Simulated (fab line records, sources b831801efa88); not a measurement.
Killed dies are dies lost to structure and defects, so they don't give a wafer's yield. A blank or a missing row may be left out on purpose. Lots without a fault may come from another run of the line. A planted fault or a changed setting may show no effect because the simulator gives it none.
A struck lot beside a sound one | flow gf180mcu | 43 steps out of a route of 602
Sound: wafers L405.1, L405.3, L405.4. Struck: wafers L411.3, L411.4, L411.6. The cause comes at the end.
At each step with rows: each side's tool, then ch and its chambers, then its first start. Under that, the readings that differ: sound wafers | struck wafers | difference of the means | sigmas: that difference in standard deviations of wafers without a fault.
alike: readings whose means differ by less than 2 such deviations, and words and numbers that are the same on both sides. not compared: withheld readings, readings that some wafer has no value for, bounds like >300 that may hide the same value, and numbers for which the record gives no deviation and whose values overlap.
The two part at a step that has a row with sigmas, a row that says differs or no value, or rows on one side only. Numbers that don't overlap but have no deviation are shown without sigmas and don't part them. A reading that every wafer of one side lacks parts them only if that side has two wafers or more.

first, 5 steps without rows for these wafers: GF_V5_HMDS_07 (prime time 60 s); GF_V5_COAT_08; GF_V5_COAT_09 (resist thk 1000 nm); GF_V5_SOFTBAKE_10 (time 60 s); GF_V5_EXPOSE_11 (exposes mask Via5, target cd 260 nm).
GF_V5_PEB_12: peb time 92.74 s.
  sound on litho_track-03 ch 0; struck on litho_track-03 ch 0
  alike: plate_sensor_t_centre_C, plate_sensor_t_edge_C, resist_line_temp_C
then, 1 step without rows for these wafers: GF_V5_DEVELOP_13 (develop time 60 s).
GF_V5_CD_MEAS_14: target cd 260 nm.
  sound on cd_sem-02, day 28 19:41; struck on cd_sem-01, day 30 08:41
  alike: cd_nm
GF_V5_OVL_MEAS_15:
  sound on overlay-01, day 28 19:49; struck on overlay-02, day 30 08:46
  alike: V5_OVL
then, 3 steps without rows for these wafers: GF_V5_ETCH_16 (etches BARC in N2/H2); GF_V5_ETCH_17 (etches SiO2 in C4F8/O2/Ar, stops on TiN, target depth 855 nm); GF_V5_STRIP_18 (strips in O2/N2).
GF_V5_STRIP_19: strips in post etch residue remover, time 1200 s.
  sound on wet_bench-04 ch 2, day 28 20:05; struck on wet_bench-02 ch 1, day 30 09:02
then, 1 step without rows for these wafers: GF_V5_CLEAN_20 (cleans in DIW).
GF_V5_SPUTTER_21: material Ti, target thk 15 nm, time 80.02 s.
  sound on pvd_sputter-01, day 28 20:38; struck on pvd_sputter-03, day 30 09:29
  alike: throttle_valve_pct
then, 1 step without rows for these wafers: GF_V5_SPUTTER_22 (material TiN, target thk 10 nm, time 40 s).
GF_V5_CVD_23: deposits W, target thk 350 nm, time 104.9 s.
  sound on cvd_w-01 ch 0,1, day 28 20:44; struck on cvd_w-01 ch 0, day 30 09:39
  alike: heater_power_w
GF_V5_RS_MEAS_24: measures by four-point-probe.
  sound on film_metro-01, day 28 20:51; struck on film_metro-01, day 30 09:50
  alike: V5_W_RS
GF_V5_THK_MEAS_25: measures by xrf.
  sound on film_metro-01, day 28 20:58; struck on film_metro-01, day 30 09:56
  alike: V5_W_THK
GF_V5_CMP_26: polishes, stops on SiO2, t overpolish 15 s, target thk 0 nm.
  sound on cmp-02 ch 0,1,3, day 28 21:02; struck on cmp-02 ch 0,1, day 30 10:02
  alike: motor_current_A, overpolish_run_s, slurry_flow_ml_min, time_to_endpoint_s
then, 5 steps without rows for these wafers: GF_TOP_METAL_SPUTTER_00 (material Ti, target thk 37.5 nm, time 150 s); GF_TOP_METAL_SPUTTER_01 (material TiN, target thk 30 nm, time 25 s); GF_TOP_METAL_SPUTTER_02 (material AlCu, target thk 900 nm, time 47.82 s); GF_TOP_METAL_SPUTTER_03 (material Ti, target thk 5 nm, time 3.3 s); GF_TOP_METAL_SPUTTER_04 (material TiN, target thk 25 nm, time 20.8 s).
GF_TOP_METAL_RS_MEAS_05: measures by four-point-probe.
  sound on film_metro-04, day 28 21:33; struck on film_metro-04, day 30 10:34
  alike: TOP_METAL_ALCU_RS
GF_TOP_METAL_THK_MEAS_06: measures by xrf.
  sound on film_metro-04, day 28 21:40; struck on film_metro-04, day 30 10:40
  alike: TOP_METAL_ALCU_THK
then, 7 steps without rows for these wafers: GF_TOP_METAL_DEHYDRATE_07 (time 60 s); GF_TOP_METAL_HMDS_08 (prime time 60 s); GF_TOP_METAL_COAT_09 (resist thk 1500 nm); GF_TOP_METAL_SOFTBAKE_10 (time 60 s); GF_TOP_METAL_EXPOSE_11 (exposes mask MetalTop, target cd 440 nm); GF_TOP_METAL_PEB_12; GF_TOP_METAL_DEVELOP_13 (develop time 60 s).
GF_TOP_METAL_CD_MEAS_14: target cd 440 nm.
  sound on cd_sem-02, day 29 16:10; struck on cd_sem-02, day 31 03:38
  alike: cd_nm
GF_TOP_METAL_OVL_MEAS_15:
  sound on overlay-01, day 29 16:17; struck on overlay-02, day 31 03:43
  alike: TOP_METAL_OVL
GF_TOP_METAL_METAL_ETCH_16: etches the open film in Cl2/BCl3, stops on SiO2, target depth 1197 nm, time 199.5 s.
  sound on rie_metal-01 ch 0,1, day 29 16:19; struck on rie_metal-02 ch 0,1, day 31 03:49
  alike: drypump_motor_current_A, oes_product_au, rf_fwd_power_W, throttle_valve_pct
  not compared: rf_hours_counter_h
then, 4 steps without rows for these wafers: GF_TOP_METAL_STRIP_17 (strips in O2/N2); GF_TOP_METAL_STRIP_18 (strips in post etch residue remover, time 1200 s); GF_TOP_METAL_CLEAN_19 (cleans in DIW); GF_PASSIVATION_CVD_00 (deposits SiO2 from TEOS, target thk 1000 nm, time 111.95 s).
GF_PASSIVATION_THK_MEAS_01:
  sound on film_metro-02, day 29 17:08; struck on film_metro-04, day 31 04:36
  alike: PASSIVATION_CVD_00_THK
GF_PASSIVATION_PROBE_99:
  the record has rows for the struck wafers here (prober-01, day 31 22:59) and none for the sound ones

WHERE THEY PART
Only at GF_PASSIVATION_PROBE_99, within this record.

WHY: what the simulator had put in
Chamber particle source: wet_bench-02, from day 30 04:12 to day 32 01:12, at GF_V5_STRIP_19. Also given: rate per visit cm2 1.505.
